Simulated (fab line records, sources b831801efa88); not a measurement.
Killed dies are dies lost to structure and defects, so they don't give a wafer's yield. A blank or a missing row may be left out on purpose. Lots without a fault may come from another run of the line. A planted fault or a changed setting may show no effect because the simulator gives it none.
One fault seen from 2 desks | flow gf180mcu | each desk has only its own numbers; what lay behind them comes last

THE METROLOGY DESK
What the gauges read, lot by lot, whatever tool the lot ran on: means of the sampled wafers that have a number. A lot is out of limits, marked OUT, if its mean lies more than 4 standard deviations from the usual mean; the brackets give that distance.
Columns: A = VT_IMPLANT_03_OVL at GF_VT_IMPLANT_OVL_MEAS_40, usual -0.5 nm; B = MVSD_RS at GF_VT_IMPLANT_RS_MEAS_46, usual 456.5 ohm/sq
lot  | first seen here | A    | B
L124 | day 7 11:50     | -0.7 | 456.3
L125 | day 7 16:01     | -1.8 | 457.5
L126 | day 8 01:58     | -1.7 | 455.9
L127 | day 8 07:40     | -0.7 | 457.6
L128 | day 8 14:22     | -1.4 | 456.8
L129 | day 8 21:13     | 2.1  | 458.3
L131 | day 9 08:02     | 0.3  | 455.9
L132 | day 10 02:58    | -1.7 | 458.1
L137 | day 11 12:04    | -1.2 | 457.4
L139 | day 11 19:07    | -0.6 | 454.2
L140 | day 12 03:02    | 0.5  | 457.3
L142 | day 12 13:56    | -1.5 | 456.1
L144 | day 13 05:40    | 0.6  | 455.8
L147 | day 14 02:44    | -3.1 | 457.5
This desk's finding: nothing out of limits on any of the 14 lots.

THE TOOL OWNER'S DESK: rie_si-02
The tool's own readings at GF_STI_ETCH_14 (etches Si in HBr/Cl2/O2, target depth 360 nm, time 102.9 s): means of the sampled wafers that have a number, for each lot that ran on this tool. A lot is out of limits, marked OUT, if its mean lies more than 4 standard deviations from the usual mean; the brackets give that distance.
Columns: A = drypump_motor_current_A at GF_STI_ETCH_14, usual 5.7 A; B = oes_product_au at GF_STI_ETCH_14, usual 1.003 a.u.; C = run_length_s at GF_STI_ETCH_14, usual 131.6 s; D = throttle_valve_pct at GF_STI_ETCH_14, usual 25.655 %
lot  | first seen here | A   | B     | C               | D
L129 | day 3 02:42     | 5.7 | 1.009 | 131.5           | 25.653
L131 | day 3 13:22     | 5.6 | 1.016 | 111.3 (-51) OUT | 25.655
L137 | day 5 01:21     | 6.1 | 0.994 | 111.2 (-51) OUT | 25.671
This desk's finding: out of limits on L131, L137; first on L131, day 3 13:22 (run_length_s at GF_STI_ETCH_14). In limits: L129.

PUT TOGETHER
The tool owner's desk could have raised an alarm at day 3 13:22, on L131, L137.
The metrology desk saw nothing out of limits.
The metrology desk has L131, L137 on record, within its limits.
Of the lots named, all ran GF_STI_ETCH_14 on rie_si-02.

WHAT THE SIMULATOR HAD PUT IN
Process parameter drift: rie_si-02, from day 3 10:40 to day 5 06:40, at GF_STI_ETCH_14. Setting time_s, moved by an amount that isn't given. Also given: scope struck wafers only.
Lots struck among those shown: L131, L137.
Hours from the fault's start to each desk's first reading out of limits: the tool owner's desk, 3.
